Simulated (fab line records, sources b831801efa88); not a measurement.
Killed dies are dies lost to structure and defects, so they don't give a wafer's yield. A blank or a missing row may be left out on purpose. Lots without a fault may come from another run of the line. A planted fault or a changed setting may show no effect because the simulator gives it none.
Which tool did it? | flow gf180mcu | 14 lots, 42 wafers sampled, at 2 steps of a route of 602

WHAT THE GAUGES READ, wafer by wafer
GF_M2_RS_MEAS_05: measures by four-point-probe.
lot  | measured     | on            | M2_ALCU_RS (ohm/sq)
L181 | day 18 14:02 | film_metro-01 | 0.0705 0.0691 0.0695
L182 | day 18 19:02 | film_metro-02 | 0.0680 0.0685 0.0693
L185 | day 20 00:49 | film_metro-01 | 0.0701 0.0690 0.0694
L186 | day 20 09:25 | film_metro-02 | 0.0680 0.0692 0.0683
L187 | day 20 14:21 | film_metro-02 | 0.0695 0.0693 0.0691
L188 | day 21 05:01 | film_metro-02 | 0.0678 0.0684 0.0686
L190 | day 22 09:08 | film_metro-02 | 0.0701 0.0692 0.0694
L194 | day 23 13:28 | film_metro-02 | 0.0703 0.0702 0.0697
L195 | day 23 22:38 | film_metro-04 | 0.0686 0.0694 0.0690
L197 | day 24 08:44 | film_metro-02 | 0.0720 0.0700 0.0712
L199 | day 25 02:53 | film_metro-01 | 0.0693 0.0699 0.0696
L200 | day 25 12:17 | film_metro-01 | 0.0699 0.0692 0.0700
L201 | day 25 20:07 | film_metro-02 | 0.0701 0.0689 0.0682
L203 | day 26 11:35 | film_metro-04 | 0.0695 0.0684 0.0692

GF_V2_THK_MEAS_03.
lot  | measured     | on            | V2_CVD_02_THK (nm)
L181 | day 19 15:26 | film_metro-01 | 843 849 858
L182 | day 19 20:10 | film_metro-04 | 841 843 861
L185 | day 21 02:01 | film_metro-01 | 844 865 858
L186 | day 21 09:35 | film_metro-04 | 850 855 848
L187 | day 21 15:37 | film_metro-03 | 861 839 851
L188 | day 22 06:22 | film_metro-04 | 826 851 842
L190 | day 23 09:22 | film_metro-01 | 833 830 839
L194 | day 24 13:11 | film_metro-03 | 854 839 873
L195 | day 24 21:31 | film_metro-03 | 849 846 866
L197 | day 25 05:20 | film_metro-01 | 828 841 846
L199 | day 26 00:39 | film_metro-03 | 829 844 845
L200 | day 26 09:43 | film_metro-03 | 843 849 862
L201 | day 26 17:10 | film_metro-01 | 849 837 847
L203 | day 27 08:43 | film_metro-04 | 836 852 847

WHICH TOOL RAN EACH LOT (tool, then ch and the chambers of the sampled wafers, then the start)
The record holds no process step before these readings.

WHAT THE TOOLS THEMSELVES READ (means of the sampled wafers that have a number; where no wafer has one, the mark that the record gives instead)
The record holds no such reading with a usual standard deviation.

THE ANSWER, worked out from the rows above alone
Rule: what is usual is taken from the lots themselves. Put in order of their means at a reading, lots are off if they are a third of the lots or fewer, leave a main group of 4 or more, and stand apart from it by a gap of 3 or more times the standard deviation of the main group's means; of several such gaps the widest counts. A main group whose means are all the same, to the digits that the tables above print for the reading, isn't used. A lot without any number at a reading at which 4 lots or more have one is off too. The other lots that the step has rows for count as sound. The gauges are gone through in route order, then the tools' own readings, and for those a lot's mean is taken as printed above. The first step at which some lot is off is used, and at that step the reading that is off furthest; a lot without a number counts as furthest.
No lot is off at any reading shown: from this, nothing can be told.

WHAT THE SIMULATOR HAD PUT IN
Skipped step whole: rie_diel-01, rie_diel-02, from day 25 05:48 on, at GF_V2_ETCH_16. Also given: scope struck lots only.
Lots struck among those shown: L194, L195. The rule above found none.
